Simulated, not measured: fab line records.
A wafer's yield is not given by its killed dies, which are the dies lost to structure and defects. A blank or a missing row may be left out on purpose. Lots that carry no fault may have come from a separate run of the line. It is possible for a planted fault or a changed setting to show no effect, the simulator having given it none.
fab line records	flow sky130
[record] lots = 10	wafers = 30	lastDay = 50
route steps=708 shown VIA3@575 METAL4@599 PAD_OPEN@708
lots that met no fault: from a run of the same line without faults
startH: hours from the record's first day to the start of the lot's first wafer shown	waitH: how many hours have passed since the lot's step before this one	" identical to the entry in the row above	L1.1+2: a row that stands for several wafers	- no value, or no start given	* or withheld: withheld	< > ~ a bound
route shown NAME@n: a module of which the file shows steps, and the number in the route of the first	usual: mean and standard deviation over wafers with no fault	same: alike in all rows	chamber/n: place in a boat	sites: each site's reading	_std_site: the values' standard deviation	_edge_site: the outer-site mean with the inner-site mean subtracted	radiusMm: how far each site lies from the wafer's centre	mask NAME#n: copy n	behind: the tool/chamber that last shaped the wafer	hold: why the lot was held/for how many hours/how that ended	device: the transistor (n, p or np) that didn't switch	end of line: tests run on the same wafers once the route is complete	a step given without rows: its recipe and nothing more	killed: the dies lost at the first sort to structure and to defects; this is not the yield of the wafer	map: a wafer's dies, x killed, . not, _ none there
set.NAME: the setting the step ran with; set.NAME@STEP: the setting that earlier step ran with	model.NAME: the simulator's own value behind a step, which no gauge read
a sample of lots followed through the steps of the route, with each step as a table and each wafer as a row
services: the hour from which a tool's chamber was out of use, counted from the record's first day as startH (under 0 if before that day), plus the number of hours and why
[[steps]]
[step SKY_VIA3_CMP_02]
[recipe] material = SiO2	downForcePsi = 4	platenRpm = 60	padVelocityMS = 0.94248
[usual] motorCurrentA = 12.4/0.94
lot.wafer	tool	chamber	startH	waitH	motorCurrentA
L394.3	cmp-02	1	906.40	0.0	13.3
L394.1	"	0	"	"	13.1
L394.5	"	2	"	"	12.1
L398.3	cmp-01	0	937.82	0.0	10.5
L398.2	"	1	"	"	11.7
L398.1	"	2	"	"	12.8
L401.4	cmp-02	1	959.58	0.0	12.1
L401.3	"	0	"	"	13.0
L401.6	"	1	"	"	12.7
L402.2	cmp-02	1	966.66	0.0	12.5
L402.1	"	2	"	"	11.4
L402.3	"	3	"	"	13.2
L410.2	cmp-01	1	1029.20	0.1	11.8
L410.4	"	2	"	"	11.6
L410.3	"	0	"	"	10.5
L409.1	cmp-01	3	1030.13	0.1	13.2
L409.2	"	0	"	"	10.0
L409.5	"	1	"	"	12.0
L412.1	cmp-02	2	1036.87	0.1	11.8
L412.4	"	1	"	"	13.1
L412.5	"	2	"	"	12.2
L414.3	cmp-02	0	1039.76	0.0	13.4
L414.1	"	1	"	"	12.3
L414.4	"	3	"	"	13.1
L415.2	cmp-01	3	1054.58	0.3	13.4
L415.4	"	0	"	"	10.8
L415.3	"	1	"	"	11.9
L417.2	cmp-01	2	1058.48	0.1	12.6
L417.1	"	0	"	"	10.7
L417.5	"	2	"	"	12.0
[step SKY_VIA3_BOW_MEAS_03]
[recipe] mode = bow
[usual] VIA3_BOW = 79/7.2
lot.wafer	tool	chamber	startH	waitH	VIA3_BOW[um]
L394.1	filmMetro-03	-	906.70	0.1	80
L394.3	"	-	"	"	78
L394.5	"	-	"	"	83
L398.1	filmMetro-03	-	938.12	0.1	79
L398.2	"	-	"	"	86
L398.3	"	-	"	"	84
L401.3	filmMetro-02	-	959.92	0.1	87
L401.4	"	-	"	"	75
L401.6	"	-	"	"	73
L402.1	filmMetro-03	-	966.96	0.2	76
L402.2	"	-	"	"	72
L402.3	"	-	"	"	82
L410.2	filmMetro-02	-	1029.52	0.3	69
L410.3	"	-	"	"	78
L410.4	"	-	"	"	84
L409.1	filmMetro-02	-	1030.33	0.1	81
L409.2	"	-	"	"	92
L409.5	"	-	"	"	86
L412.1	filmMetro-02	-	1037.17	0.2	73
L412.4	"	-	"	"	86
L412.5	"	-	"	"	78
L414.1	filmMetro-03	-	1040.06	0.2	93
L414.3	"	-	"	"	82
L414.4	"	-	"	"	85
L415.2	filmMetro-01	-	1054.90	0.3	75
L415.3	"	-	"	"	82
L415.4	"	-	"	"	84
L417.1	filmMetro-03	-	1058.80	0.2	71
L417.2	"	-	"	"	78
L417.5	"	-	"	"	75
[step SKY_VIA3_CVD_21]
[recipe] material = W	targetThkNm = 390	timeS = 117.31	tempC = 400	pressureTorr = 40
[usual] heaterPowerW = 769/52
lot.wafer	tool	chamber	startH	waitH	heaterPowerW
L394.1	cvdW-02	0	931.12	0.0	786
L394.3	"	1	"	"	715
L394.5	"	1	"	"	703
L398.1	cvdW-01	1	964.40	0.0	732
L398.2	"	0	"	"	837
L398.3	"	1	"	"	730
L401.3	cvdW-01	1	984.76	0.1	739
L401.4	"	0	"	"	820
L401.6	"	0	"	"	840
L402.1	cvdW-01	0	992.53	0.0	816
L402.2	"	1	"	"	731
L402.3	"	1	"	"	730
L410.2	cvdW-02	0	1052.87	0.0	818
L410.3	"	0	"	"	796
L410.4	"	1	"	"	709
L409.1	cvdW-02	1	1054.02	0.0	720
L409.2	"	0	"	"	813
L409.5	"	1	"	"	716
L412.1	cvdW-01	1	1059.57	0.0	767
L412.4	"	1	"	"	729
L412.5	"	1	"	"	737
L414.1	cvdW-01	1	1062.63	0.0	745
L414.3	"	1	"	"	722
L414.4	"	0	"	"	822
L415.2	cvdW-01	1	1076.92	0.0	749
L415.3	"	0	"	"	866
L415.4	"	1	"	"	740
L417.1	cvdW-02	1	1081.19	0.0	713
L417.2	"	0	"	"	822
L417.5	"	1	"	"	720
[step SKY_VIA3_RS_MEAS_22]
[recipe] thkMeasGauge = four-point-probe	reads = W_of_VIA3_CVD_21+TiN_of_VIA3_SPUTTER_20
[usual] VIA3_W_RS = 0.296/0.0042
lot.wafer	tool	chamber	startH	waitH	hold	VIA3_W_RS[ohm/sq]
L394.1	filmMetro-01	-	931.24	0.1	-	0.291
L394.3	"	-	"	"	-	0.296
L394.5	"	-	"	"	-	0.295
L398.1	filmMetro-02	-	964.53	0.1	-	0.293
L398.2	"	-	"	"	-	0.297
L398.3	"	-	"	"	-	0.292
L401.3	filmMetro-03	-	984.88	0.1	awaitDispo/0.2h/release	0.216
L401.4	"	-	"	"	awaitDispo/0.2h/release	0.300
L401.6	"	-	"	"	awaitDispo/0.2h/release	0.221
L401.3	filmMetro-03	-	985.18	0.3	-	0.216
L401.4	"	-	"	"	-	0.300
L401.6	"	-	"	"	-	0.222
L402.1	filmMetro-01	-	992.65	0.1	awaitDispo/0.2h/release	0.303
L402.2	"	-	"	"	awaitDispo/0.2h/release	0.219
L402.3	"	-	"	"	awaitDispo/0.2h/release	0.218
L402.1	filmMetro-01	-	993.04	0.4	-	0.303
L402.2	"	-	"	"	-	0.218
L402.3	"	-	"	"	-	0.217
L410.2	filmMetro-02	-	1053.01	0.1	-	0.292
L410.3	"	-	"	"	-	0.293
L410.4	"	-	"	"	-	0.300
L409.1	filmMetro-01	-	1054.14	0.1	-	0.298
L409.2	"	-	"	"	-	0.295
L409.5	"	-	"	"	-	0.301
L412.1	filmMetro-02	-	1059.69	0.1	-	0.298
L412.4	"	-	"	"	-	0.297
L412.5	"	-	"	"	-	0.295
L414.1	filmMetro-03	-	1062.76	0.1	-	0.291
L414.3	"	-	"	"	-	0.292
L414.4	"	-	"	"	-	0.301
L415.2	filmMetro-02	-	1077.06	0.1	-	0.295
L415.3	"	-	"	"	-	0.305
L415.4	"	-	"	"	-	0.299
L417.1	filmMetro-03	-	1081.31	0.1	-	0.296
L417.2	"	-	"	"	-	0.293
L417.5	"	-	"	"	-	0.302
[step SKY_VIA3_THK_MEAS_23]
[recipe] thkMeasGauge = xrf	reads = W_of_VIA3_CVD_21
[usual] VIA3_W_THK = 391/6.5
lot.wafer	tool	chamber	startH	waitH	hold	VIA3_W_THK[nm]
L394.1	filmMetro-01	-	931.36	0.1	-	391
L394.3	"	-	"	"	-	388
L394.5	"	-	"	"	-	390
L398.1	filmMetro-02	-	964.65	0.1	-	400
L398.2	"	-	"	"	-	393
L398.3	"	-	"	"	-	403
L401.3	filmMetro-03	-	990.00	4.8	awaitDispo/0.2h/release	544
L401.4	"	-	"	"	awaitDispo/0.2h/release	393
L401.6	"	-	"	"	awaitDispo/0.2h/release	535
L401.3	filmMetro-03	-	990.23	0.2	-	545
L401.4	"	-	"	"	-	390
L401.6	"	-	"	"	-	532
L402.1	filmMetro-01	-	994.87	1.8	awaitDispo/0.2h/release	382
L402.2	"	-	"	"	awaitDispo/0.2h/release	531
L402.3	"	-	"	"	awaitDispo/0.2h/release	532
L402.1	filmMetro-01	-	995.10	0.2	-	379
L402.2	"	-	"	"	-	531
L402.3	"	-	"	"	-	536
L410.2	filmMetro-02	-	1053.12	0.1	-	397
L410.3	"	-	"	"	-	397
L410.4	"	-	"	"	-	386
L409.1	filmMetro-01	-	1054.26	0.1	-	385
L409.2	"	-	"	"	-	390
L409.5	"	-	"	"	-	382
L412.1	filmMetro-02	-	1059.81	0.1	-	393
L412.4	"	-	"	"	-	392
L412.5	"	-	"	"	-	393
L414.1	filmMetro-03	-	1062.88	0.1	-	400
L414.3	"	-	"	"	-	399
L414.4	"	-	"	"	-	388
L415.2	filmMetro-02	-	1077.17	0.1	-	394
L415.3	"	-	"	"	-	382
L415.4	"	-	"	"	-	392
L417.1	filmMetro-03	-	1081.43	0.1	-	390
L417.2	"	-	"	"	-	398
L417.5	"	-	"	"	-	385
[step SKY_VIA3_CMP_24]
[recipe] stopOn = SiO2	tOverpolishS = 20	downForcePsi = 3.5	platenRpm = 60	targetThkNm = 0	padVelocityMS = 0.94248
[usual] motorCurrentA = 11.2/0.9	timeToEndpointS = 94/3.9
lot.wafer	tool	chamber	startH	waitH	hold	motorCurrentA	timeToEndpointS
L394.3	cmp-01	0	931.57	0.2	-	9.6	87
L394.1	"	2	"	"	-	10.9	89
L394.5	"	3	"	"	-	12.0	89
L398.3	cmp-02	3	964.71	0.0	-	12.5	99
L398.2	"	0	"	"	-	11.8	96
L398.1	"	2	"	"	-	10.9	99
L401.4	cmp-02	2	991.87	1.6	awaitDispo/1.6h/release	10.1	98
L401.3	"	3	"	"	awaitDispo/1.6h/release	12.1	132
L401.6	"	1	"	"	awaitDispo/1.6h/release	11.4	126
L402.1	cmp-01	3	997.03	1.9	awaitDispo/1.9h/release	12.0	89
L402.2	"	0	"	"	awaitDispo/1.9h/release	9.7	126
L402.3	"	1	"	"	awaitDispo/1.9h/release	10.2	127
L410.3	cmp-01	2	1053.17	0.0	-	11.6	96
L410.4	"	3	"	"	-	12.6	92
L410.2	"	1	"	"	-	10.4	94
L409.2	cmp-02	3	1054.42	0.1	-	11.6	101
L409.1	"	0	"	"	-	11.7	98
L409.5	"	1	"	"	-	11.8	100
L412.4	cmp-01	1	1059.98	0.1	-	9.8	94
L412.1	"	0	"	"	-	9.7	92
L412.5	"	2	"	"	-	10.8	95
L414.3	cmp-02	1	1062.94	0.0	-	11.7	94
L414.4	"	2	"	"	-	10.8	95
L414.1	"	3	"	"	-	11.8	99
L415.2	cmp-02	2	1077.22	0.0	-	11.0	101
L415.3	"	3	"	"	-	11.7	97
L415.4	"	0	"	"	-	12.4	95
L417.2	cmp-01	1	1081.54	0.1	-	11.5	96
L417.1	"	3	"	"	-	12.3	97
L417.5	"	1	"	"	-	10.6	93
[step SKY_METAL4_SPUTTER_01]
[recipe] material = TiN	targetThkNm = 20	powerW = 6500	timeS = 16.7	chamberPressurePa = 0.4
[usual] throttleValvePct = 29.7/1.2
lot.wafer	tool	chamber	startH	waitH	throttleValvePct
L394.1	pvdSputter-01	-	931.84	0.0	31.1
L394.3	"	-	"	"	29.2
L394.5	"	-	"	"	31.2
L398.1	pvdSputter-03	-	965.03	0.0	30.3
L398.2	"	-	"	"	28.1
L398.3	"	-	"	"	29.7
L401.3	pvdSputter-04	-	992.26	0.0	29.0
L401.4	"	-	"	"	31.4
L401.6	"	-	"	"	30.4
L402.1	pvdSputter-04	-	997.35	0.0	28.5
L402.2	"	-	"	"	31.5
L402.3	"	-	"	"	29.0
L410.2	pvdSputter-03	-	1053.50	0.0	28.3
L410.3	"	-	"	"	27.9
L410.4	"	-	"	"	29.5
L409.1	pvdSputter-03	-	1054.64	0.0	28.9
L409.2	"	-	"	"	27.8
L409.5	"	-	"	"	29.7
L412.1	pvdSputter-01	-	1060.30	0.0	28.6
L412.4	"	-	"	"	31.2
L412.5	"	-	"	"	31.4
L414.1	pvdSputter-01	-	1063.26	0.0	29.5
L414.3	"	-	"	"	31.4
L414.4	"	-	"	"	28.5
L415.2	pvdSputter-04	-	1077.54	0.0	30.4
L415.3	"	-	"	"	29.1
L415.4	"	-	"	"	31.2
L417.1	pvdSputter-03	-	1081.81	0.0	30.3
L417.2	"	-	"	"	29.6
L417.5	"	-	"	"	28.5
[step SKY_PAD_OPEN_PROBE_99]
[usual] defectLimitedYield = 82.4/1.9	killed_at_M0_to_M3 = 44/6.5	killed_at_M4_up = 3.0/1.5	killedAtContacts = 25/5.1	killedAtFrontEnd = 14/4.1	killedAtOther = 0.3/0.57	killedDies = 87/9.5	killedOpen = 48/6.8	killedShort = 39/6.2	sort_bin_3_pad_short = 0.8/0.42	sort_bin_5_function = 10.4/1.4	sort_bin_6_memory = 6.3/1.2	sortNPass = 405/9.5	sortYieldPct = 82.4/1.9
[same] grossDies = 492	killedAtBackSide = 0	sort_bin_4_leakage[%] = 0	sort_bin_8_speed[%] = 0
lot.wafer	tool	chamber	startH	waitH	defectLimitedYield[%]	killed_at_M0_to_M3	killed_at_M4_up	killedAtContacts	killedAtFrontEnd	killedAtOther	killedDies	killedOpen	killedShort	sort_bin_3_pad_short[%]	sort_bin_5_function[%]	sort_bin_6_memory[%]	sortNPass	sortYieldPct[%]
L394.1	prober-02	-	1076.15	0.1	85.0	38	1	21	12	2	74	37	37	0.6	7.9	6.5	418	85.0
L394.3	prober-02	-	1076.25	0.2	84.6	41	4	20	11	0	76	39	37	0.8	9.3	5.3	416	84.6
L394.5	prober-02	-	1076.35	0.2	83.5	35	6	29	11	0	81	46	35	0.2	10.0	6.3	411	83.5
L398.1	prober-02	-	1104.67	0.1	82.9	41	3	30	10	0	84	48	36	1.0	9.3	6.7	408	82.9
L398.2	prober-02	-	1104.72	0.1	81.9	48	3	25	12	1	89	47	41	1.2	10.8	6.1	403	81.9
L398.3	prober-02	-	1104.77	0.2	82.5	43	3	25	14	1	86	52	34	0.2	11.2	6.1	406	82.5
L401.3	prober-01	-	1123.97	0.2	79.5	56	4	24	16	1	101	52	47	0.8	12.4	7.3	391	79.5
L401.4	prober-01	-	1124.02	0.2	83.3	44	3	22	13	0	82	45	37	0.2	8.9	7.5	410	83.3
L401.6	prober-01	-	1124.12	0.2	81.9	51	3	24	11	0	89	44	45	0.2	11.8	6.1	403	81.9
L402.1	prober-02	-	1129.64	0.1	85.6	40	1	19	11	0	71	40	31	1.0	7.9	5.5	421	85.6
L402.2	prober-02	-	1129.69	0.1	82.9	42	4	29	9	0	84	44	40	0.8	8.5	7.7	408	82.9
L402.3	prober-02	-	1129.74	0.2	80.3	43	5	35	14	0	97	58	39	0.8	12.8	6.1	395	80.3
L410.2	prober-01	-	1178.28	0.1	79.5	44	3	34	19	1	101	61	39	0.6	12.0	7.9	391	79.5
L410.3	prober-01	-	1178.33	0.2	81.3	53	3	20	15	1	92	57	34	0.4	12.0	6.3	400	81.3
L410.4	prober-01	-	1178.38	0.2	84.1	33	1	32	12	0	78	46	32	0	10.2	5.7	414	84.1
L409.1	prober-02	-	1178.88	0.1	80.9	46	3	25	19	1	94	46	48	1.0	10.2	7.9	398	80.9
L409.2	prober-02	-	1178.93	0.1	81.5	50	1	25	14	1	91	58	33	0.4	9.3	8.7	401	81.5
L409.5	prober-02	-	1179.08	0.2	79.3	48	3	25	25	1	102	56	45	1.4	12.4	6.9	390	79.3
L412.1	prober-01	-	1186.11	0.1	83.7	36	4	22	16	2	80	39	41	1.0	10.6	4.7	412	83.7
L412.4	prober-01	-	1186.26	0.2	80.9	50	4	28	12	0	94	48	46	1.4	11.6	6.1	398	80.9
L412.5	prober-01	-	1186.31	0.2	83.1	38	4	29	12	0	83	41	42	0.6	9.8	6.5	409	83.1
L414.1	prober-02	-	1186.51	0.1	83.7	37	2	28	13	0	80	43	37	0.8	9.6	5.9	412	83.7
L414.3	prober-02	-	1186.61	0.2	82.5	49	3	26	8	0	86	51	35	1.2	10.2	6.1	406	82.5
L414.4	prober-02	-	1186.66	0.2	83.3	49	2	25	6	0	82	48	34	1.2	10.0	5.5	410	83.3
L415.2	prober-02	-	1196.67	0.1	83.1	46	3	23	11	0	83	40	43	1.2	10.4	5.3	409	83.1
L415.3	prober-02	-	1196.72	0.2	88.0	33	1	12	13	0	59	31	28	0.6	6.9	4.5	433	88.0
L415.4	prober-02	-	1196.77	0.2	83.5	43	3	21	14	0	81	47	34	1.0	7.5	7.9	411	83.5
L417.1	prober-01	-	1200.10	0.1	81.1	44	2	28	19	0	93	49	44	0.8	11.2	6.9	399	81.1
L417.2	prober-01	-	1200.15	0.1	82.5	41	2	26	17	0	86	49	37	0.4	8.3	8.7	406	82.5
L417.5	prober-01	-	1200.30	0.2	85.0	39	4	20	11	0	74	40	34	1.4	7.5	6.1	418	85.0
// killed by level:class
L394.1 VIA1:geometricParticle:open=10 VIA2:geometricParticle:short=8 CONTACT:geometricParticle:open=7 LI_CONTACT:geometricParticle:open=6 CONTACT:geometricParticle:short=6 METAL1:geometricParticle:short=5 VIA3:geometricParticle:open=4 FIELD_ISO:geometricParticle:open=3
L394.3 VIA1:geometricParticle:open=10 LI_CONTACT:geometricParticle:open=9 FIELD_ISO:geometricParticle:short=7 CONTACT:geometricParticle:open=6 METAL3:geometricParticle:short=5 VIA3:geometricParticle:short=5 VIA2:geometricParticle:open=4 METAL1:geometricParticle:short=4
L394.5 CONTACT:geometricParticle:open=10 LI_CONTACT:geometricParticle:open=8 VIA1:geometricParticle:open=7 VIA2:geometricParticle:open=7 CONTACT:geometricParticle:short=5 FIELD_ISO:geometricParticle:short=4 METAL2:geometricParticle:short=4 VIA3:geometricParticle:open=4
L398.1 CONTACT:geometricParticle:open=11 VIA2:geometricParticle:open=10 LI_CONTACT:geometricParticle:open=8 CONTACT:geometricParticle:short=7 VIA1:geometricParticle:short=7 VIA1:geometricParticle:open=5 VIA3:geometricParticle:open=5 METAL2:geometricParticle:short=4
L398.2 VIA1:geometricParticle:open=9 LI_CONTACT:geometricParticle:open=8 METAL1:geometricParticle:short=8 CONTACT:geometricParticle:open=8 VIA2:geometricParticle:open=8 FIELD_ISO:geometricParticle:short=6 VIA3:geometricParticle:open=6 VIA1:geometricParticle:short=5
L398.3 VIA1:geometricParticle:open=12 LI_CONTACT:geometricParticle:open=10 CONTACT:geometricParticle:open=9 VIA2:geometricParticle:open=6 METAL2:geometricParticle:short=5 VIA1:geometricParticle:short=4 VIA2:geometricParticle:short=4 VIA3:geometricParticle:open=3
L401.3 VIA3:geometricParticle:open=9 VIA2:geometricParticle:short=8 VIA2:geometricParticle:open=7 VIA1:geometricParticle:open=7 LI_CONTACT:geometricParticle:open=6 LOCAL_INTERCONNECT:geometricParticle:short=6 CONTACT:geometricParticle:open=6 METAL1:geometricParticle:short=6
L401.4 VIA1:geometricParticle:open=11 CONTACT:geometricParticle:open=8 FIELD_ISO:geometricParticle:short=7 CONTACT:geometricParticle:short=6 VIA3:geometricParticle:open=6 VIA1:geometricParticle:short=6 VIA2:geometricParticle:open=6 LI_CONTACT:geometricParticle:open=5
L401.6 CONTACT:geometricParticle:open=12 METAL2:geometricParticle:short=10 VIA1:geometricParticle:open=9 METAL1:geometricParticle:short=7 LI_CONTACT:geometricParticle:open=6 VIA1:geometricParticle:short=6 VIA3:geometricParticle:open=6 CONTACT:geometricParticle:short=4
L402.1 VIA2:geometricParticle:open=10 VIA1:geometricParticle:open=8 VIA3:geometricParticle:open=7 CONTACT:geometricParticle:short=5 CONTACT:geometricParticle:open=5 LI_CONTACT:geometricParticle:open=4 FIELD_ISO:geometricParticle:short=3 LOCAL_INTERCONNECT:geometricParticle:short=3
L402.2 CONTACT:geometricParticle:open=10 VIA1:geometricParticle:open=9 VIA2:geometricParticle:open=7 METAL1:geometricParticle:short=7 LI_CONTACT:geometricParticle:short=6 LI_CONTACT:geometricParticle:open=6 VIA2:geometricParticle:short=5 VIA3:geometricParticle:open=5
L402.3 CONTACT:geometricParticle:open=14 VIA1:geometricParticle:open=11 LI_CONTACT:geometricParticle:open=10 VIA2:geometricParticle:open=8 LOCAL_INTERCONNECT:geometricParticle:short=5 VIA1:geometricParticle:short=5 LI_CONTACT:geometricParticle:short=4 METAL2:geometricParticle:short=4
L410.2 CONTACT:geometricParticle:open=14 VIA3:geometricParticle:open=11 VIA1:geometricParticle:open=9 VIA2:geometricParticle:open=7 LI_CONTACT:geometricParticle:open=5 CONTACT:geometricParticle:short=5 POLY_GATE:geometricParticle:short=4 POLY_GATE:geometricParticle:open=4
L410.3 VIA1:geometricParticle:open=13 VIA2:geometricParticle:open=10 CONTACT:geometricParticle:open=8 VIA3:geometricParticle:open=8 VIA1:geometricParticle:short=5 LI_CONTACT:geometricParticle:open=4 CONTACT:geometricParticle:short=4 METAL1:geometricParticle:short=4
L410.4 VIA1:geometricParticle:open=14 CONTACT:geometricParticle:open=12 LI_CONTACT:geometricParticle:open=8 METAL2:geometricParticle:short=6 LI_CONTACT:geometricParticle:short=5 POLY_GATE:geometricParticle:short=4 VIA1:geometricParticle:short=4 FIELD_ISO:geometricParticle:short=3
L409.1 VIA1:geometricParticle:open=11 METAL1:geometricParticle:short=10 CONTACT:geometricParticle:open=9 LI_CONTACT:geometricParticle:open=6 CONTACT:geometricParticle:short=6 VIA3:geometricParticle:open=6 FIELD_ISO:geometricParticle:open=5 FIELD_ISO:geometricParticle:short=5
L409.2 VIA1:geometricParticle:open=15 VIA2:geometricParticle:open=11 LI_CONTACT:geometricParticle:open=10 FIELD_ISO:geometricParticle:open=6 METAL2:geometricParticle:short=5 CONTACT:geometricParticle:open=5 VIA3:geometricParticle:open=4 CONTACT:geometricParticle:short=4
L409.5 VIA1:geometricParticle:open=16 CONTACT:geometricParticle:open=8 FIELD_ISO:geometricParticle:open=7 LI_CONTACT:geometricParticle:open=7 VIA2:geometricParticle:open=7 FIELD_ISO:geometricParticle:short=6 METAL2:geometricParticle:short=6 POLY_GATE:geometricParticle:short=6
L412.1 VIA1:geometricParticle:open=9 LOCAL_INTERCONNECT:geometricParticle:short=6 CONTACT:geometricParticle:open=6 CONTACT:geometricParticle:short=5 VIA3:geometricParticle:open=5 FIELD_ISO:geometricParticle:open=4 LI_CONTACT:geometricParticle:open=4 METAL2:geometricParticle:short=4
L412.4 VIA1:geometricParticle:open=10 METAL1:geometricParticle:short=9 VIA2:geometricParticle:open=9 CONTACT:geometricParticle:short=7 CONTACT:geometricParticle:open=7 VIA3:geometricParticle:open=7 LI_CONTACT:geometricParticle:short=5 FIELD_ISO:geometricParticle:short=4
L412.5 VIA2:geometricParticle:open=10 VIA1:geometricParticle:open=10 CONTACT:geometricParticle:short=9 LI_CONTACT:geometricParticle:open=5 LI_CONTACT:geometricParticle:short=5 LOCAL_INTERCONNECT:geometricParticle:short=5 CONTACT:geometricParticle:open=5 VIA1:geometricParticle:short=5
L414.1 CONTACT:geometricParticle:open=12 VIA3:geometricParticle:open=8 METAL1:geometricParticle:short=7 VIA1:geometricParticle:open=7 LI_CONTACT:geometricParticle:open=5 VIA1:geometricParticle:short=5 VIA2:geometricParticle:open=5 FIELD_ISO:geometricParticle:short=4
L414.3 VIA1:geometricParticle:open=14 CONTACT:geometricParticle:open=14 METAL1:geometricParticle:short=7 VIA3:geometricParticle:open=7 VIA2:geometricParticle:open=6 LI_CONTACT:geometricParticle:open=5 METAL2:geometricParticle:short=4 VIA3:geometricParticle:short=4
L414.4 VIA1:geometricParticle:open=13 VIA3:geometricParticle:open=12 LI_CONTACT:geometricParticle:open=9 CONTACT:geometricParticle:open=8 CONTACT:geometricParticle:short=4 METAL2:geometricParticle:short=4 METAL3:geometricParticle:short=4 VIA3:geometricParticle:short=4
L415.2 VIA3:geometricParticle:open=12 CONTACT:geometricParticle:open=9 VIA1:geometricParticle:open=7 FIELD_ISO:geometricParticle:short=6 CONTACT:geometricParticle:short=6 METAL1:geometricParticle:short=5 VIA1:geometricParticle:short=5 VIA3:geometricParticle:short=5
L415.3 CONTACT:geometricParticle:open=6 FIELD_ISO:geometricParticle:short=5 VIA2:geometricParticle:open=5 VIA2:geometricParticle:short=4 METAL1:geometricParticle:open=4 VIA1:geometricParticle:open=4 METAL1:geometricParticle:short=4 METAL2:geometricParticle:short=4
L415.4 VIA1:geometricParticle:open=9 VIA2:geometricParticle:open=8 VIA3:geometricParticle:open=8 LI_CONTACT:geometricParticle:open=7 CONTACT:geometricParticle:short=6 FIELD_ISO:geometricParticle:open=5 CONTACT:geometricParticle:open=5 METAL1:geometricParticle:short=5
L417.1 VIA1:geometricParticle:open=12 CONTACT:geometricParticle:open=11 VIA3:geometricParticle:open=10 LI_CONTACT:geometricParticle:open=9 FIELD_ISO:geometricParticle:short=6 POLY_GATE:geometricParticle:short=6 METAL1:geometricParticle:short=6 VIA1:geometricParticle:short=5
L417.2 VIA1:geometricParticle:open=14 LI_CONTACT:geometricParticle:open=10 CONTACT:geometricParticle:open=8 FIELD_ISO:geometricParticle:short=7 CONTACT:geometricParticle:short=5 METAL2:geometricParticle:short=5 VIA3:geometricParticle:open=5 VIA1:geometricParticle:short=4
L417.5 VIA1:geometricParticle:open=15 VIA1:geometricParticle:short=6 CONTACT:geometricParticle:open=5 LI_CONTACT:geometricParticle:open=4 LOCAL_INTERCONNECT:geometricParticle:short=4 CONTACT:geometricParticle:short=4 METAL1:geometricParticle:short=4 VIA3:geometricParticle:open=4
[[services]]
tool	chamber	startH	hours	kind
pvdSputter-03	-	892.38	5.4	repair
cvdW-01	-	904.00	14.0	pm
cvdW-01	0	904.00	14.0	ventCycle
cvdW-01	1	904.00	14.0	ventCycle
cmp-02	-	912.00	4.0	pm
cmp-02	-	916.00	-	consumableReplace:conditioner
cmp-02	-	916.00	-	consumableReplace:pad
pvdSputter-01	-	916.74	4.8	repair
cvdW-01	0	918.00	-	clean
cvdW-01	1	918.00	-	clean
pvdSputter-03	-	928.37	8.4	repair
cmp-02	-	934.04	22.8	pm
cvdW-01	-	952.67	2.8	pm
cmp-01	-	959.63	1.4	repair
cmp-01	-	963.62	5.5	pm
cvdW-01	1	1009.67	17.1	repair
pvdSputter-04	-	1023.68	0.9	repair
cmp-02	-	1028.33	2.2	repair
cmp-01	-	1049.66	1.7	repair
cvdW-02	1	1057.13	2.9	repair
cmp-02	-	1058.57	3.3	repair
pvdSputter-01	-	1066.42	2.5	repair
cmp-02	-	1074.14	2.7	repair
cmp-01	-	1081.79	4.0	pm
[[key]]
[firstSign] step = SKY_VIA3_RS_MEAS_22	reading = visit	direction = added
[effect] step = SKY_VIA3_RS_MEAS_22	reading = VIA3_W_RS	direction = down	sigmas = 18	usual = 0.296	struck = 0.218
[effect] step = SKY_VIA3_THK_MEAS_23	reading = visit	direction = added
[effect] step = SKY_VIA3_THK_MEAS_23	reading = VIA3_W_THK	direction = up	sigmas = 22	usual = 391	struck = 535
[effect] step = SKY_VIA3_CMP_24	reading = timeToEndpointS	direction = up	sigmas = 8.6	usual = *	struck = *
metAt SKY_VIA3_CVD_21
struckLots L401,L402
struckWafers L401.3,L401.6,L402.2,L402.3
notActingAt SKY_VIA3_CMP_02,SKY_VIA3_BOW_MEAS_03,SKY_METAL4_SPUTTER_01
onsetBetween 964.40 984.76
[fault] kind = processParameterDrift	tool = cvdW-01	chamber = -	onsetH = 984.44	steps = SKY_VIA3_CVD_21	channel = targetThkNm	offset = 138.75	shape = step	endH = 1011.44	scope = struckWafersOnly	actsIn = theseRecipesOnly	stated = 390
